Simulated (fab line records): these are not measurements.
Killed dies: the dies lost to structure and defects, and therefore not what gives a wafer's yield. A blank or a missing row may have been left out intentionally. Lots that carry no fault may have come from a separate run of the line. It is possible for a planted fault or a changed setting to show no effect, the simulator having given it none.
Chamber matching + flow gf180mcu + 3 sister chambers for GF_V3_CVD_02 on pecvd-02
The step deposits SiO2 from TEOS, target thk 850 nm, time 94.851 s. 3 wafers are shown with their chamber, then 10 later ones without.

WAFERS WITH THEIR CHAMBER
| wafer  | chamber | heaterPowerW (W) |
|--------|---------|------------------|
| L082.4 | 2       | 539              |
| L088.1 | 0       | 596              |
| L088.3 | 1       | 591              |

WAFERS WITH NO CHAMBER GIVEN
| wafer  | heaterPowerW (W) |
|--------|------------------|
| L088.6 | 561              |
| L089.1 | 691              |
| L089.3 | 673              |
| L089.4 | 612              |
| L095.1 | 656              |
| L095.3 | 633              |
| L095.4 | 627              |
| L096.2 | 606              |
| L096.4 | 688              |
| L096.5 | 680              |

THE CHAMBER EACH PASSED THROUGH
| wafer  | from the rows above          | in truth |
|--------|------------------------------|----------|
| L088.6 | can't be placed: 2 or 1 or 0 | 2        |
| L089.1 | can't be placed: 0 or 1 or 2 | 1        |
| L089.3 | can't be placed: 0 or 1 or 2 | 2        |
| L089.4 | can't be placed: 0 or 1 or 2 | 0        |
| L095.1 | can't be placed: 0 or 1 or 2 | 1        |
| L095.3 | can't be placed: 0 or 1 or 2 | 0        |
| L095.4 | can't be placed: 0 or 1 or 2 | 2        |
| L096.2 | can't be placed: 0 or 1 or 2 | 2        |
| L096.4 | can't be placed: 0 or 1 or 2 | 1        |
| L096.5 | can't be placed: 0 or 1 or 2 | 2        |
Correct placement for 0 of the 10. Cannot be placed on the basis of these rows: 10; the candidates contain the true chamber in 10. Placed wrongly: 0.
How it was worked out, from the rows above alone: a wafer's distance from a chamber is the root of the sum, over the readings, of the square of ((its reading less the chamber's mean) divided by the reading's scatter). The wafer belongs to the nearest chamber; if the next one is less than 2 further off, it can't be placed. The mean given for a chamber averages the wafers shown for that chamber. The scatter: with one shown wafer a chamber, the root of the mean of the squares of how far each hidden wafer lies from its nearest shown one.
